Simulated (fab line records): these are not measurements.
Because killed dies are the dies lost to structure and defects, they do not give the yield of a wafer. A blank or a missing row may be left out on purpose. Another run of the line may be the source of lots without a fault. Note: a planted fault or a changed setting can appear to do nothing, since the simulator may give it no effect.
Matching of chambers :: flow sky130 :: SKY_PASSIVATION_CVD_00 on pecvd-03: 3 sister chambers
The step deposits SiO2, target thk 90 nm. 14 wafers are shown with their chamber, then 7 later ones without.

== WAFERS PAIRED WITH THEIR CHAMBERS ==
wafer: L152.2
chamber: 1
heater-power-w (W): 841

wafer: L152.3
chamber: 0
heater-power-w (W): 646

wafer: L152.6
chamber: 1
heater-power-w (W): 843

wafer: L153.3
chamber: 1
heater-power-w (W): 684

wafer: L153.5
chamber: 1
heater-power-w (W): 695

wafer: L153.6
chamber: 2
heater-power-w (W): 547

wafer: L159.2
chamber: 0
heater-power-w (W): 624

wafer: L159.3
chamber: 2
heater-power-w (W): 671

wafer: L159.6
chamber: 1
heater-power-w (W): 837

wafer: L158.2
chamber: 0
heater-power-w (W): 758

wafer: L158.3
chamber: 1
heater-power-w (W): 734

wafer: L158.4
chamber: 2
heater-power-w (W): 615

wafer: L160.2
chamber: 0
heater-power-w (W): 640

wafer: L160.3
chamber: 1
heater-power-w (W): 860

SIGNATURES (means of the wafers above)
reading: heater-power-w
chamber 0: 667.00
chamber 1: 784.86
chamber 2: 611.00
scatter within a chamber: 70.5
Rule: a wafer lies at a distance from a chamber equal to the root of the sum of squares, over the readings, of (its reading less the chamber's mean, divided by the reading's scatter). If the next closest chamber is less than 2 further off than the closest, the wafer can't be placed; otherwise it belongs to the closest. How the scatter is found: for the shown wafers, subtract from each reading the mean of its chamber, square and add these, divide the total by (wafers less chambers), then take the root.

== WAFERS WITHOUT THEIR CHAMBER ==
wafer: L160.5
heater-power-w (W): 628

wafer: L161.2
heater-power-w (W): 694

wafer: L161.3
heater-power-w (W): 837

wafer: L161.4
heater-power-w (W): 704

wafer: L165.1
heater-power-w (W): 798

wafer: L165.4
heater-power-w (W): 680

wafer: L165.6
heater-power-w (W): 631

== WHICH CHAMBER EACH WENT THROUGH ==
wafer: L160.5
from the rows above: can't be placed: 2 or 0 or 1
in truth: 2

wafer: L161.2
from the rows above: can't be placed: 0 or 2 or 1
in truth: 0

wafer: L161.3
from the rows above: can't be placed: 1 or 0
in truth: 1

wafer: L161.4
from the rows above: can't be placed: 0 or 1 or 2
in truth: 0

wafer: L165.1
from the rows above: can't be placed: 1 or 0
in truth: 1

wafer: L165.4
from the rows above: can't be placed: 0 or 2 or 1
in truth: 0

wafer: L165.6
from the rows above: can't be placed: 2 or 0 or 1
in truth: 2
Correctly placed: 0 of 7. Cannot be placed on the basis of these rows: 7; the candidates contain the true chamber in 7. Placed wrongly: 0.
